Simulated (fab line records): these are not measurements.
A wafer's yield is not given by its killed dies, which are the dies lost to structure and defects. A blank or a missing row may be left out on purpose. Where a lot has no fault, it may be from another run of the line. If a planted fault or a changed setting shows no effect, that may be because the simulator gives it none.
The tool behind it: which one?    flow sfq-line    14 lots with 42 wafers sampled at 3 steps, on a route of 325 steps

## WHAT EACH GAUGE READ, for each wafer
SFQ_I0_BOW_MEAS_907.
lot   measured      on             I0_BOW (um)
L749  day 14 03:03  film-metro-01  -8 -6 -13
L750  day 14 14:00  film-metro-01  -7 -7 8
L751  day 15 00:47  film-metro-04  5 1 -6
L752  day 15 02:01  film-metro-01  -8 6 -3
L753  day 15 03:47  film-metro-02  0 -4 -8
L756  day 15 09:49  film-metro-02  0 10 6
L759  day 15 15:47  film-metro-02  -7 10 0
L765  day 18 20:31  film-metro-01  -1 3 2
L766  day 19 12:11  film-metro-01  3 -2 -7
L767  day 19 14:31  film-metro-02  3 2 1
L768  day 20 00:08  film-metro-01  -18 -14 -14
L770  day 20 22:56  film-metro-02  -6 -5 0
L771  day 21 20:40  film-metro-01  0 7 -8
L772  day 22 03:55  film-metro-04  0 -5 5

SFQ_M3_OVL_MEAS_921.
lot   measured      on          M3_OVL (nm)
L749  day 39 05:05  overlay-01  3 -2 4
L750  day 39 15:54  overlay-01  -6 -4 -8
L751  day 39 19:29  overlay-01  0 1 5
L752  day 39 21:55  overlay-01  2 0 5
L753  day 40 00:17  overlay-01  -12 -12 -10
L756  day 40 08:43  overlay-02  2 4 6
L759  day 42 06:16  overlay-02  5 5 6
L765  day 44 07:28  overlay-01  -6 0 -4
L766  day 44 17:04  overlay-02  -8 1 -3
L767  day 44 18:16  overlay-02  -6 -2 2
L768  day 44 23:04  overlay-01  6 9 4
L770  day 45 19:26  overlay-01  -5 4 4
L771  day 47 01:23  overlay-01  -8 -10 1
L772  day 47 08:35  overlay-01  -6 1 -8

## WHICH TOOL RAN EACH LOT (tool, then ch and the chambers of the sampled wafers, then the start)
lot   SFQ_TRILAYER_M1_STRIP_STRIP_043
L749  rie-metal-04 ch 0,1, day 26 04:24
L750  rie-metal-04 ch 0,1, day 26 11:48
L751  rie-metal-02 ch 0,1, day 26 20:00
L752  rie-metal-01 ch 0,1, day 26 22:44
L753  rie-metal-02 ch 0,1, day 27 00:56
L756  rie-metal-04 ch 0,1, day 27 13:08
L759  rie-metal-04 ch 0,1, day 28 05:44
L765  rie-metal-04 ch 0,1, day 31 08:21
L766  rie-metal-04 ch 0, day 31 17:53
L767  rie-metal-04 ch 0,1, day 31 21:29
L768  rie-metal-04 ch 0,1, day 32 02:17
L770  rie-metal-04 ch 0,1, day 32 22:41
L771  rie-metal-01 ch 0,1, day 33 20:12
L772  rie-metal-02 ch 1, day 34 11:07
- SFQ_TRILAYER_M1_STRIP_STRIP_043: strips in O2.

## WHAT THE TOOLS THEMSELVES READ (means of the sampled wafers that have a number; where no wafer has one, the mark that the record gives instead)
SFQ_TRILAYER_M1_STRIP_STRIP_043.
lot   tool          chamber-pressure-mTorr (mTorr)  drypump-motor-current-A (A)  oes-product-au (a.u.)
L749  rie-metal-04  50.02                           6.2                          1.009
L750  rie-metal-04  50.00                           6.2                          1.018
L751  rie-metal-02  50.03                           5.5                          1.000
L752  rie-metal-01  49.99                           5.8                          1.006
L753  rie-metal-02  50.02                           5.9                          0.995
L756  rie-metal-04  50.01                           6.2                          1.005
L759  rie-metal-04  49.99                           6.2                          1.012
L765  rie-metal-04  50.01                           6.2                          1.012
L766  rie-metal-04  50.01                           6.2                          1.007
L767  rie-metal-04  50.01                           6.2                          1.009
L768  rie-metal-04  49.98                           6.2                          1.003
L770  rie-metal-04  49.98                           6.2                          1.006
L771  rie-metal-01  50.00                           6.2                          0.993
L772  rie-metal-02  50.01                           5.1                          1.011

## THE ANSWER, worked out from the rows above alone
Rule: the lots themselves supply what counts as usual. Put in order of their means at a reading, lots are off if they are a third of the lots or fewer, leave a main group of 4 or more, and stand apart from it by a gap of 3 or more times the standard deviation of the main group's means; of several such gaps the widest counts. Not used: any main group whose means are identical at the precision the tables above print for the reading. Also off: a lot with no number at a reading for which 4 or more lots have one. Any other lot the step has rows for is counted as sound. First the gauges in route order, then the tools' own readings, where a lot's mean is used as printed above. The first step at which some lot is off is used, and at that step the reading that is off furthest; a lot without a number counts as furthest.
Nothing can be told from this: no lot is off at any reading shown.

## WHAT WAS PUT IN BY THE SIMULATOR
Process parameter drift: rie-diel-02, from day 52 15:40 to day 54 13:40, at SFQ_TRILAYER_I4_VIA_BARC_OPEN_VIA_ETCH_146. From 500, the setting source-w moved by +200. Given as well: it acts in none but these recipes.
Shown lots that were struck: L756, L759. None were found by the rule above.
